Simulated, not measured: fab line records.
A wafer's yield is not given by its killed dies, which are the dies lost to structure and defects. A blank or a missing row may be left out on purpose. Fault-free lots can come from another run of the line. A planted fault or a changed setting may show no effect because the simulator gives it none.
Which tool was responsible?	flow gf180mcu	Sampling: 11 lots, 33 wafers, 4 of 602 route steps

## WHAT EACH GAUGE READ, for each wafer
GF_M2_RS_MEAS_05: measurement is done with a four-point probe.
lot	measured	on	M2_ALCU_RS (ohm/sq)
L646	day 19 04:45	film_metro-02	0.0693 0.0709 0.0693
L648	day 19 21:10	film_metro-04	0.0684 0.0689 0.0686
L656	day 22 13:29	film_metro-04	0.0548 0.0547 0.0551
L657	day 23 06:56	film_metro-02	0.0542 0.0548 0.0546
L658	day 23 13:46	film_metro-01	0.0703 0.0686 0.0703
L659	day 23 19:55	film_metro-01	0.0693 0.0708 0.0705
L663	day 25 03:15	film_metro-02	0.0704 0.0698 0.0692
L666	day 25 21:23	film_metro-02	0.0698 0.0693 0.0700
L667	day 26 05:07	film_metro-02	0.0717 0.0712 0.0715
L668	day 26 12:49	film_metro-02	0.0698 0.0704 0.0693
L669	day 26 20:34	film_metro-02	0.0698 0.0691 0.0686

## TOOL THAT RAN EACH LOT (tool first, then ch and the chambers of the sampled wafers, then the start)
lot	GF_V1_CVD_23	GF_M2_SPUTTER_02	GF_M2_SPUTTER_04
L646	cvd_w-02 ch 0,1, day 19 03:56	pvd_sputter-04, day 19 04:40	pvd_sputter-04, day 19 04:43
L648	cvd_w-01 ch 0,1, day 19 20:22	pvd_sputter-02, day 19 21:05	pvd_sputter-02, day 19 21:08
L656	cvd_w-02 ch 0,1, day 22 12:39	pvd_sputter-02, day 22 13:20	pvd_sputter-02, day 22 13:23
L657	cvd_w-01 ch 0,1, day 23 06:07	pvd_sputter-02, day 23 06:51	pvd_sputter-02, day 23 06:54
L658	cvd_w-02 ch 0,1, day 23 12:57	pvd_sputter-04, day 23 13:38	pvd_sputter-04, day 23 13:41
L659	cvd_w-01 ch 0, day 23 19:06	pvd_sputter-04, day 23 19:49	pvd_sputter-04, day 23 19:52
L663	cvd_w-02 ch 0,1, day 25 02:26	pvd_sputter-01, day 25 03:10	pvd_sputter-01, day 25 03:13
L666	cvd_w-01 ch 0,1, day 25 20:34	pvd_sputter-01, day 25 21:17	pvd_sputter-01, day 25 21:20
L667	cvd_w-02 ch 0,1, day 26 04:19	pvd_sputter-01, day 26 05:02	pvd_sputter-01, day 26 05:05
L668	cvd_w-01 ch 0,1, day 26 11:54	pvd_sputter-02, day 26 12:43	pvd_sputter-02, day 26 12:46
L669	cvd_w-02 ch 0,1, day 26 19:46	pvd_sputter-02, day 26 20:29	pvd_sputter-02, day 26 20:32
- GF_V1_CVD_23: deposits W, target thk 350 nm, time 105.05 s.
- GF_M2_SPUTTER_02: material AlCu, target thk 450 nm, time 23.9 s.
- GF_M2_SPUTTER_04: material TiN, target thk 50 nm, time 42.74 s.

## THE ANSWER, worked out from the rows above alone
Rule: the lots themselves supply what counts as usual. Put in order of their means at a reading, lots are off if they are a third of the lots or fewer, leave a main group of 4 or more, and stand apart from it by a gap of 3 or more times the standard deviation of the main group's means; of several such gaps the widest counts. The tables above print the reading to a certain number of digits; a main group whose means all agree to those digits is not used. Also off: a lot with no number at a reading for which 4 or more lots have one. Where the step has rows for the other lots, those lots are counted as sound.
Off: L656, L657, at GF_M2_RS_MEAS_05 (M2_ALCU_RS). The main group: mean 0.0698 ohm/sq, standard deviation 0.00072.
If a tool, at a process step before that reading, ran all the lots that are off and no sound lot after the first of them, it fits. The gauges at GF_M2_RS_MEAS_05 are tried like those tools. None of those tried fits.

## WHAT WAS PUT IN BY THE SIMULATOR
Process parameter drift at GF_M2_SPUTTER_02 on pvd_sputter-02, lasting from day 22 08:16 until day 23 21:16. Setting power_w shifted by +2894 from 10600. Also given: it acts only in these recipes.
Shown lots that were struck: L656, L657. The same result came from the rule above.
